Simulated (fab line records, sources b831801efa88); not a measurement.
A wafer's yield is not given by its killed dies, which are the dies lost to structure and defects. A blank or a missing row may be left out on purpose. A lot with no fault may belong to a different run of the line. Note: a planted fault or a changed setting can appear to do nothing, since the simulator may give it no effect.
Which tool did it? | flow sky130 | 36 wafers from 12 lots sampled at 5 of the route's 708 steps

== WHAT THE GAUGES SHOWED, per wafer ==
SKY_SPACER_THK_MEAS_01. Usual: SPACER_CVD_00_THK gives 43.2 nm (standard deviation 0.45).
lot  | measured     | on            | SPACER_CVD_00_THK (nm) | flag
L360 | day 23 12:09 | film metro-02 | 43.2 43.3 43.1         |
L362 | day 24 07:31 | film metro-01 | 43.8 43.9 43.2         |
L366 | day 25 20:22 | film metro-03 | 43.6 43.4 43.5         |
L367 | day 26 05:28 | film metro-03 | 43.6 43.2 43.6         |
L368 | day 26 13:28 | film metro-01 | 43.4 43.3 42.9         |
L374 | day 28 13:21 | film metro-02 | 43.1 42.7 42.9         |
L376 | day 29 00:37 | film metro-03 | 42.5 42.9 42.6         |
L377 | day 29 14:16 | film metro-02 | 43.5 43.5 43.6         |
L378 | day 29 19:41 | film metro-01 | 42.7 42.8 42.5         |
L380 | day 30 10:52 | film metro-02 | 42.8 43.2 43.3         |
L381 | day 30 14:59 | film metro-02 | 43.1 43.4 43.5         |
L382 | day 30 23:55 | film metro-03 | 42.5 42.8 42.7         |

SKY_SD_N_CD_MEAS_07 targets a cd of 380 nm. Usual: cd nm 380.0 nm, standard deviation 2.5.
lot  | measured     | on        | cd nm (nm)        | flag
L360 | day 28 10:40 | cd sem-02 | 382.0 382.5 383.6 |
L362 | day 29 05:44 | cd sem-02 | 381.8 382.2 383.8 |
L366 | day 30 14:44 | cd sem-01 | 379.7 379.9 378.5 |
L367 | day 31 00:04 | cd sem-02 | 379.3 374.0 378.4 |
L368 | day 31 07:26 | cd sem-01 | 379.9 377.6 381.7 |
L374 | day 33 03:48 | cd sem-01 | 383.1 381.9 381.5 |
L376 | day 33 13:59 | cd sem-02 | 379.3 381.5 383.2 |
L377 | day 34 02:52 | cd sem-02 | 379.3 378.7 377.6 |
L378 | day 34 07:55 | cd sem-02 | 377.5 377.3 378.5 |
L380 | day 35 00:02 | cd sem-02 | 379.3 381.3 376.5 |
L381 | day 35 04:07 | cd sem-02 | 379.9 381.0 382.6 |
L382 | day 35 10:05 | cd sem-02 | 382.3 382.6 381.5 |

SKY_SD_N_OVL_MEAS_08. Usual: SD_N_OVL gives 0.5 nm (standard deviation 1.5).
lot  | measured     | on         | SD_N_OVL (nm)  | flag
L360 | day 28 10:47 | overlay-01 | -2.5 -1.9 -2.5 |
L362 | day 29 05:51 | overlay-01 | 0.6 0.9 0.7    |
L366 | day 30 14:51 | overlay-01 | -0.1 -0.1 -1.0 |
L367 | day 31 00:11 | overlay-02 | -0.9 -1.9 -2.1 |
L368 | day 31 07:31 | overlay-02 | 0.6 1.8 1.9    |
L374 | day 33 03:53 | overlay-02 | 0.2 1.2 2.4    |
L376 | day 33 14:05 | overlay-01 | 0.6 3.7 2.3    |
L377 | day 34 02:59 | overlay-02 | -0.5 1.2 2.1   |
L378 | day 34 08:02 | overlay-02 | 1.0 1.3 0.4    |
L380 | day 35 00:08 | overlay-01 | 0.9 0.0 -0.1   |
L381 | day 35 04:14 | overlay-02 | -0.4 -1.2 0.7  |
L382 | day 35 10:10 | overlay-02 | 0.1 -0.2 -1.0  |

== TOOL THAT RAN EACH LOT (tool first, then ch and the chambers of the sampled wafers, then the start) ==
lot  | SKY_RES_XHIGH_COAT_02             | SKY_RES_XHIGH_STRIP_08
L360 | litho track-01 ch 0, day 26 14:31 | plasma asher-04 ch 0,1, day 27 05:49
L362 | litho track-01 ch 0, day 27 10:52 | plasma asher-04 ch 0, day 28 00:58
L366 | litho track-01 ch 0, day 28 21:37 | plasma asher-03 ch 0,1, day 29 11:37
L367 | litho track-03 ch 0, day 29 05:48 | plasma asher-01 ch 0,1, day 29 20:00
L368 | litho track-01 ch 0, day 29 12:47 | plasma asher-03 ch 0,1, day 30 03:41
L374 | litho track-04 ch 0, day 31 11:49 | plasma asher-01 ch 0,1, day 32 01:32
L376 | litho track-03 ch 0, day 31 21:17 | plasma asher-01 ch 0,1, day 32 11:39
L377 | litho track-01 ch 0, day 32 12:04 | plasma asher-01 ch 0,1, day 33 01:18
L378 | litho track-04 ch 0, day 32 16:40 | plasma asher-04 ch 0,1, day 33 06:25
L380 | litho track-04 ch 0, day 33 07:59 | plasma asher-01 ch 0,1, day 33 21:39
L381 | litho track-01 ch 0, day 33 12:46 | plasma asher-04 ch 0,1, day 34 01:45
L382 | litho track-04 ch 0, day 33 19:17 | plasma asher-01 ch 0,1, day 34 08:33
- SKY_RES_XHIGH_COAT_02: resist thk 1140 nm.
- SKY_RES_XHIGH_STRIP_08: strips in O2/N2.

== AS READ BY THE TOOLS THEMSELVES (means over the sampled wafers that have a number; for cases with no such wafer, the mark the record gives instead) ==
SKY_RES_XHIGH_COAT_02. Usual: chill plate temp C 23.01 C, standard deviation 0.089; resist line temp C 22.98 C, standard deviation 0.11; spin speed rpm 2999.7 rpm, standard deviation 1.6.
lot  | tool           | chill plate temp C (C) | resist line temp C (C) | spin speed rpm (rpm) | flag
L360 | litho track-01 | 22.94                  | 22.94                  | 3000.6               |
L362 | litho track-01 | 23.04                  | 22.86                  | 2998.4               |
L366 | litho track-01 | 22.88                  | 23.09                  | 2514.9               | OFF
L367 | litho track-03 | 22.99                  | 23.03                  | 2999.2               |
L368 | litho track-01 | 22.99                  | 23.00                  | 2514.3               | OFF
L374 | litho track-04 | 22.96                  | 23.04                  | 3002.9               |
L376 | litho track-03 | 23.08                  | 23.05                  | 2999.1               |
L377 | litho track-01 | 22.80                  | 22.96                  | 3000.1               |
L378 | litho track-04 | 22.93                  | 22.92                  | 2999.7               |
L380 | litho track-04 | 23.08                  | 22.98                  | 2999.3               |
L381 | litho track-01 | 23.09                  | 22.84                  | 2999.0               |
L382 | litho track-04 | 22.98                  | 22.97                  | 3000.9               |

SKY_RES_XHIGH_STRIP_08. Usual: drypump motor current A 5.8 A, standard deviation 0.36; o2 flow sccm 3001 sccm, standard deviation 7.7; oes product au 0.711 a.u., standard deviation 0.0046; strip time to endpoint s 14.28 s, standard deviation 0.037.
lot  | tool            | drypump motor current A (A) | o2 flow sccm (sccm) | oes product au (a.u.) | strip time to endpoint s (s) | flag
L360 | plasma asher-04 | 5.7                         | 2993                | 0.710                 | 14.32                        |
L362 | plasma asher-04 | 5.6                         | 3000                | 0.712                 | 14.23                        |
L366 | plasma asher-03 | 5.4                         | 3006                | 0.715                 | 15.44                        | OFF
L367 | plasma asher-01 | 5.8                         | 2996                | 0.711                 | 14.26                        |
L368 | plasma asher-03 | 5.4                         | 3001                | 0.715                 | 15.42                        | OFF
L374 | plasma asher-01 | 6.1                         | 2999                | 0.708                 | 14.27                        |
L376 | plasma asher-01 | 5.9                         | 2995                | 0.709                 | 14.30                        |
L377 | plasma asher-01 | 5.8                         | 3004                | 0.712                 | 14.24                        |
L378 | plasma asher-04 | 5.7                         | 3008                | 0.710                 | 14.30                        |
L380 | plasma asher-01 | 6.1                         | 2998                | 0.709                 | 14.28                        |
L381 | plasma asher-04 | 5.7                         | 2998                | 0.713                 | 14.29                        |
L382 | plasma asher-01 | 6.1                         | 3004                | 0.716                 | 14.34                        |

== THE ANSWER, worked out from the rows above alone ==
Rule: take the mean of a lot's wafers that have a number; if it is more than 3 standard deviations from the usual mean, the lot is off. A lot without any number at a reading at which 4 lots or more have one is off too. Any other lot the step has rows for is counted as sound. Order of review: gauges by route order, followed by the tools' own readings, for which a lot's mean as printed above is used. The first step at which some lot is off is used, and at that step the reading that is off furthest; a lot without a number counts as furthest.
Off: L366, L368, at SKY_RES_XHIGH_COAT_02 (spin speed rpm).
A tool fits if, at that step or a process step before it, it ran every lot that is off, and no sound lot after the first of them. No candidate that was tried fits.

== WHAT HAD BEEN PUT IN BY THE SIMULATOR ==
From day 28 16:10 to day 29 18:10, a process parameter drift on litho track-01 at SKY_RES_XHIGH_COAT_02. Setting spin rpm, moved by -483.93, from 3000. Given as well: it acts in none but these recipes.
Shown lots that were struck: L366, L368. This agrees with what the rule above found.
